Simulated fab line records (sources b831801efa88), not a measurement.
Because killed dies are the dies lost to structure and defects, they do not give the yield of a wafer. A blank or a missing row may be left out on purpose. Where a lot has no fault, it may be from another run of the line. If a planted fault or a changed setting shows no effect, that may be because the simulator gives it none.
Which tool did it? | flow gf180mcu | 12 lots with 36 wafers sampled at 6 steps, on a route of 602 steps

## WHAT THE GAUGES READ, wafer by wafer
GF_STI_BOW_MEAS_00.
lot  | measured    | on            | INCOMING_BOW (um)
L349 | day 1 10:02 | film-metro-01 | 2 3 4
L350 | day 1 15:00 | film-metro-01 | 2 -8 9
L352 | day 2 01:00 | film-metro-01 | -5 -9 7
L355 | day 2 16:01 | film-metro-03 | -3 -1 -4
L357 | day 3 02:02 | film-metro-02 | -4 -3 6
L358 | day 3 07:00 | film-metro-02 | -4 -10 0
L359 | day 3 12:02 | film-metro-01 | 17 0 9
L360 | day 3 17:00 | film-metro-01 | 3 5 -1
L363 | day 4 08:00 | film-metro-03 | 12 3 6
L364 | day 4 13:04 | film-metro-01 | 12 -8 -8
L367 | day 5 04:01 | film-metro-02 | -2 1 1
L369 | day 5 14:01 | film-metro-03 | -11 10 -5

GF_STI_THK_MEAS_02.
lot  | measured    | on            | STI_OXIDATION_THK (nm)
L349 | day 1 12:31 | film-metro-02 | 10.37 10.39 10.35
L350 | day 1 16:31 | film-metro-02 | 10.56 10.31 10.38
L352 | day 2 02:31 | film-metro-01 | 10.23 10.31 10.31
L355 | day 2 17:31 | film-metro-03 | 10.10 10.06 10.14
L357 | day 3 03:34 | film-metro-03 | 10.28 10.06 10.23
L358 | day 3 08:31 | film-metro-01 | 9.94 10.26 9.93
L359 | day 3 14:07 | film-metro-03 | 10.47 10.29 10.46
L360 | day 3 19:22 | film-metro-01 | 10.31 10.39 10.21
L363 | day 4 10:10 | film-metro-03 | 9.79 10.05 10.02
L364 | day 4 14:32 | film-metro-02 | 10.49 10.20 10.39
L367 | day 5 05:31 | film-metro-02 | 9.95 9.93 10.12
L369 | day 5 15:31 | film-metro-01 | 10.25 10.04 10.25

GF_NWELL_TW_MEAS_11.
lot  | measured    | on            | NWELL_TW
L349 | day 3 06:59 | film-metro-04 | 1571 1564 1566
L350 | day 3 14:02 | film-metro-01 | 1612 1606 1615
L352 | day 3 23:14 | film-metro-01 | 1604 1605 1610
L355 | day 4 17:50 | film-metro-04 | 1639 1636 1649
L357 | day 5 02:46 | film-metro-04 | 1586 1591 1592
L358 | day 5 08:43 | film-metro-01 | 1550 1552 1555
L359 | day 5 16:29 | film-metro-02 | 1583 1586 1583
L360 | day 5 20:52 | film-metro-04 | 1577 1586 1587
L363 | day 6 12:24 | film-metro-04 | 1581 1577 1576
L364 | day 6 17:56 | film-metro-04 | 1580 1570 1575
L367 | day 7 10:28 | film-metro-01 | 1565 1564 1573
L369 | day 7 19:10 | film-metro-04 | 1578 1585 1587

GF_VT_IMPLANT_RS_MEAS_47: measurement is done with a four-point probe.
lot  | measured     | on            | NWELL_RS (ohm/sq)
L349 | day 7 11:02  | film-metro-01 | 489.2 490.0 488.0
L350 | day 7 20:14  | film-metro-02 | 431.9 431.1 431.3
L352 | day 8 09:08  | film-metro-02 | 432.5 432.1 432.1
L355 | day 9 05:58  | film-metro-04 | 433.0 431.7 430.5
L357 | day 9 19:07  | film-metro-01 | 486.8 487.0 487.6
L358 | day 9 23:59  | film-metro-04 | 488.9 487.7 489.5
L359 | day 10 10:04 | film-metro-01 | 487.6 488.7 488.8
L360 | day 10 15:21 | film-metro-02 | 487.1 488.1 486.9
L363 | day 11 11:26 | film-metro-04 | 488.1 486.0 488.1
L364 | day 11 19:30 | film-metro-04 | 486.0 487.5 486.5
L367 | day 12 15:22 | film-metro-01 | 487.2 488.3 486.5
L369 | day 13 03:19 | film-metro-02 | 486.2 485.7 487.2

## WHICH TOOL RAN EACH LOT (tool, then ch and the chambers of the sampled wafers, then the start)
lot  | GF_NWELL_IMPLANT_09                                               | GF_MVSD_STRIP_10
L349 | implanter-03 ch 0, day 3 06:46                                    | plasma-asher-02 ch 0,1, day 4 09:50
L350 | implanter-02 ch 0, day 3 13:28 and implanter-03 ch 0, day 3 13:47 | plasma-asher-03 ch 0,1, day 4 17:33
L352 | implanter-04 ch 0, day 3 22:37                                    | plasma-asher-03 ch 0,1, day 5 02:55
L355 | implanter-04 ch 0, day 4 17:17                                    | plasma-asher-01 ch 0,1, day 5 22:13
L357 | implanter-02 ch 0, day 5 02:33                                    | plasma-asher-03 ch 0,1, day 6 09:23
L358 | implanter-04 ch 0, day 5 08:28                                    | plasma-asher-01 ch 0,1, day 6 13:16
L359 | implanter-04 ch 0, day 5 16:16                                    | plasma-asher-01 ch 0,1, day 6 22:33
L360 | implanter-04 ch 0, day 5 20:37                                    | plasma-asher-01 ch 0,1, day 7 03:01
L363 | implanter-04 ch 0, day 6 12:09                                    | plasma-asher-03 ch 0, day 7 19:04
L364 | implanter-03 ch 0, day 6 17:44                                    | plasma-asher-02 ch 0,1, day 8 02:17
L367 | implanter-04 ch 0, day 7 10:14                                    | plasma-asher-03 ch 1, day 8 18:27
L369 | implanter-03 ch 0, day 7 18:56                                    | plasma-asher-03 ch 0,1, day 9 04:58
- GF_NWELL_IMPLANT_09
- GF_MVSD_STRIP_10: strips in O2/N2.

## AS READ BY THE TOOLS THEMSELVES (means over the sampled wafers that have a number; for cases with no such wafer, the mark the record gives instead)
GF_NWELL_IMPLANT_09.
lot  | tool                      | dose-ions-cm2 | end-station-pressure-torr (Torr)
L349 | implanter-03              | 4.000e+12     | 5.06e-06
L350 | implanter-02/implanter-03 | 4.000e+12     | 4.99e-06
L352 | implanter-04              | 3.997e+12     | 4.99e-06
L355 | implanter-04              | 3.998e+12     | 5.00e-06
L357 | implanter-02              | 4.002e+12     | 5.00e-06
L358 | implanter-04              | 4.002e+12     | 5.13e-06
L359 | implanter-04              | 4.004e+12     | 4.88e-06
L360 | implanter-04              | 4.001e+12     | 4.86e-06
L363 | implanter-04              | 3.998e+12     | 5.08e-06
L364 | implanter-03              | 4.000e+12     | 5.16e-06
L367 | implanter-04              | 3.998e+12     | 4.98e-06
L369 | implanter-03              | 4.001e+12     | 5.16e-06

GF_MVSD_STRIP_10.
lot  | tool            | chamber-pressure-mTorr (mTorr) | drypump-motor-current-A (A) | heater-power-w (W) | oes-product-au (a.u.) | strip-time-to-endpoint-s (s)
L349 | plasma-asher-02 | 1500.1                         | 5.6                         | 306                | 0.725                 | 36.84
L350 | plasma-asher-03 | 1499.3                         | 6.2                         | 333                | 0.726                 | 37.12
L352 | plasma-asher-03 | 1500.4                         | 6.2                         | 311                | 0.720                 | 36.89
L355 | plasma-asher-01 | 1499.9                         | 6.3                         | 309                | 0.724                 | 36.87
L357 | plasma-asher-03 | 1499.9                         | 6.2                         | 322                | 0.723                 | 37.01
L358 | plasma-asher-01 | 1500.1                         | 6.3                         | 308                | 0.725                 | 36.99
L359 | plasma-asher-01 | 1500.2                         | 6.3                         | 305                | 0.724                 | 37.10
L360 | plasma-asher-01 | 1500.5                         | 6.1                         | 328                | 0.727                 | 36.97
L363 | plasma-asher-03 | 1499.8                         | 6.3                         | 298                | 0.720                 | 36.84
L364 | plasma-asher-02 | 1500.1                         | 5.7                         | 307                | 0.727                 | 36.90
L367 | plasma-asher-03 | 1499.2                         | 6.1                         | 349                | 0.721                 | 37.00
L369 | plasma-asher-03 | 1500.7                         | 6.2                         | 310                | 0.720                 | 36.84

## THE ANSWER, worked out from the rows above alone
Rule: usual is defined by the lots themselves. Put in order of their means at a reading, lots are off if they are a third of the lots or fewer, leave a main group of 4 or more, and stand apart from it by a gap of 3 or more times the standard deviation of the main group's means; of several such gaps the widest counts. Not used: any main group whose means are identical at the precision the tables above print for the reading. A lot without any number at a reading at which 4 lots or more have one is off too. Where the step has rows for the other lots, those lots are counted as sound. Order of review: gauges by route order, followed by the tools' own readings, for which a lot's mean as printed above is used. The first step at which some lot is off is used, and at that step the reading that is off furthest; a lot without a number counts as furthest.
Off: at GF_VT_IMPLANT_RS_MEAS_47 (NWELL_RS), L350, L352, L355. Main group: mean 487.6 ohm/sq, sd 0.86.
If a tool, at a process step before that reading, ran all the lots that are off and no sound lot after the first of them, it fits. Those tools and the gauges at GF_VT_IMPLANT_RS_MEAS_47 are tried in the same way. Of those tried, none fits.

## WHAT THE SIMULATOR HAD INSERTED
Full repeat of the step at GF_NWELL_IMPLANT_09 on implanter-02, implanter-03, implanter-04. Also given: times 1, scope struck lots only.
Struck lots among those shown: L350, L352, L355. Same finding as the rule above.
